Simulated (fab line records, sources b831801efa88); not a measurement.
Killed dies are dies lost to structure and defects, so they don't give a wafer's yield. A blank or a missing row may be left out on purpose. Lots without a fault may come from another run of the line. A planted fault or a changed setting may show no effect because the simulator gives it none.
One fault seen from 2 desks | flow sky130 | each desk has only its own numbers; what lay behind them comes last

THE TOOL OWNER'S DESK: litho_track-04
The tool's own readings at SKY_METAL3_COAT_07 (resist thk 60 nm): means of the sampled wafers that have a number, for each lot that ran on this tool. A lot is out of limits, marked OUT, if its mean lies more than 4 standard deviations from the usual mean; the brackets give that distance.
Columns: A = spin_speed_rpm at SKY_METAL3_COAT_07, usual 2999.2 rpm
lot  | first seen here | A
L790 | day 38 13:52    | 2996.7
L796 | day 39 23:23    | 2999.8
L797 | day 40 08:19    | 2999.5
L799 | day 41 10:16    | 2999.5
L805 | day 42 10:50    | 2879.6 (-52) OUT
L806 | day 43 02:22    | 2880.4 (-52) OUT
This desk's finding: out of limits on L805, L806; first on L805, day 42 10:50 (spin_speed_rpm at SKY_METAL3_COAT_07). In limits: L790, L796, L797, L799.

THE METROLOGY DESK
What the gauges read, lot by lot, whatever tool the lot ran on: means of the sampled wafers that have a number. A lot is out of limits, marked OUT, if its mean lies more than 4 standard deviations from the usual mean; the brackets give that distance.
Columns: A = VIA2_OVL at SKY_VIA2_OVL_MEAS_13, usual -2 nm
lot  | first seen here | A
L790 | day 36 23:27    | 3
L793 | day 37 06:08    | -7
L796 | day 38 07:40    | 1
L797 | day 38 18:40    | -13
L798 | day 39 04:56    | -4
L800 | day 39 15:07    | -2
L799 | day 39 22:07    | -3
L805 | day 40 22:37    | 4
L806 | day 41 09:10    | 7
L809 | day 42 03:33    | -2
L811 | day 42 10:41    | 4
L813 | day 43 00:35    | 1
This desk's finding: nothing out of limits on any of the 12 lots.

PUT TOGETHER
The tool owner's desk could have raised an alarm at day 42 10:50, on L805, L806.
The metrology desk saw nothing out of limits.
The metrology desk has L805, L806 on record, within its limits.
Of the lots named, all ran SKY_METAL3_COAT_07 on litho_track-04.

WHAT THE SIMULATOR HAD PUT IN
Process parameter drift: litho_track-04, from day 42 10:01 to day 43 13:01, at SKY_METAL3_COAT_07. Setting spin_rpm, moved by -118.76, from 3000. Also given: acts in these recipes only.
Lots struck among those shown: L805, L806.
Hours from the fault's start to each desk's first reading out of limits: the tool owner's desk, 1.
